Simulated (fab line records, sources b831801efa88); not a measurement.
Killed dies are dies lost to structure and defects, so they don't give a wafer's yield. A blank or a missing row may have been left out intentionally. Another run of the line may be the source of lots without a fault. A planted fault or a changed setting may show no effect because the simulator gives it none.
Problem report in the 8D (eight disciplines) form, filled by code / flow sky130 / the parts of the form that need people (team, actions taken, sign-off) are left out

1. THE PROBLEM
Wafers without a fault read 15, standard deviation 4.3; killed-at-front-end at SKY_PAD_OPEN_PROBE_99 reads a mean of 53 on 6 wafers belonging to 2 lots. That is +8.8 standard deviations from the usual mean.
First observed at day 48 18:07: wafer L996.2, on prober-02. The record holds 15 wafers of 5 lots with a number at this step. Rule for "out" (also "out of limits"): further than 4 standard deviations from the usual mean. The other wafers with a number count as sound.

2. WHAT IT IS; WHAT IT IS NOT
question=which readings at this step; is=killed-at-front-end; is not=killed_at_M4_up, killed-at-contacts, killed-open, killed-short
question=which lots; is=L996, L999; is not=L988, L989, L990
question=which wafers of those lots; is=all that have a number; is not=-
question=read on which tools; is=prober-02; is not=prober-01
question=when; is=from day 48 18:07; is not=up to then (9 sound wafers)

3. SUSPECTS, AND WHAT RULES EACH OUT
Counting: a tool at a process step up to the reading stays a suspect if it ran every lot that is out and no sound lot after the first of them.
- plasma-asher-03 at SKY_FIELD_ISO_STRIP_16 (strips in O2/N2): kept. All lots that are out passed through it, beginning with L996 at day 4 19:04, and no sound lot followed; its final sound lot before that point was L988 at day 3 03:55.
- plasma-asher-03 at SKY_METAL2_STRIP_20 (strips in O2/N2): kept. All lots that are out passed through it, beginning with L996 at day 39 06:43, and no sound lot followed; its final sound lot before that point was L989 at day 36 15:49.
- prober-02 at SKY_PAD_OPEN_PROBE_99: kept. All lots that are out passed through it, beginning with L996 at day 48 18:07, and no sound lot followed; its final sound lot before that point was L989 at day 46 22:08. Its own killed-at-front-end readings are out on those wafers.
Still standing after the count: plasma-asher-03 at SKY_FIELD_ISO_STRIP_16, plasma-asher-03 at SKY_METAL2_STRIP_20, prober-02 at SKY_PAD_OPEN_PROBE_99.

4. THE CAUSE (what the simulator had put in)
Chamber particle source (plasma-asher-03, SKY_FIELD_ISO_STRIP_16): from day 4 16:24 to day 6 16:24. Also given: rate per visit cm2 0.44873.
This tool is one of the 3 suspects left after counting.

5. THE EFFECT CHAIN, in route order
One row per reading whose mean, taken over the struck wafers that have a number, lies over 3 standard deviations from the usual. Only readings for which the record gives a usual standard deviation are gone through. hours: the time from each lot's start at the first step in this table that gives one to its start at this step, as a median over the lots. sigmas: the change in usual standard deviations.
hours=0; step=SKY_PAD_OPEN_PROBE_99; reading=killed-at-front-end; usual=15; on struck wafers=53; change=+38; sigmas=+8.8
hours=0; step=SKY_PAD_OPEN_PROBE_99; reading=killed-dies; usual=85; on struck wafers=123; change=+38; sigmas=+4.5
Here are the process steps it includes:
- SKY_PAD_OPEN_PROBE_99

6. WHAT WOULD HAVE CAUGHT IT SOONER
In this record no reading fell out of limits until day 48 18:07, 1058 hours after the fault had begun at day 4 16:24.
No tool reading at SKY_FIELD_ISO_STRIP_16 that has a usual standard deviation in the record was out on any struck wafer, so an alarm limit of 4 standard deviations on those readings would not have fired.
Each of the lots that are out, 2 in all, had begun SKY_FIELD_ISO_STRIP_16 on plasma-asher-03 no later than day 48 18:07. None of them would have been spared by holding the tool at that moment.
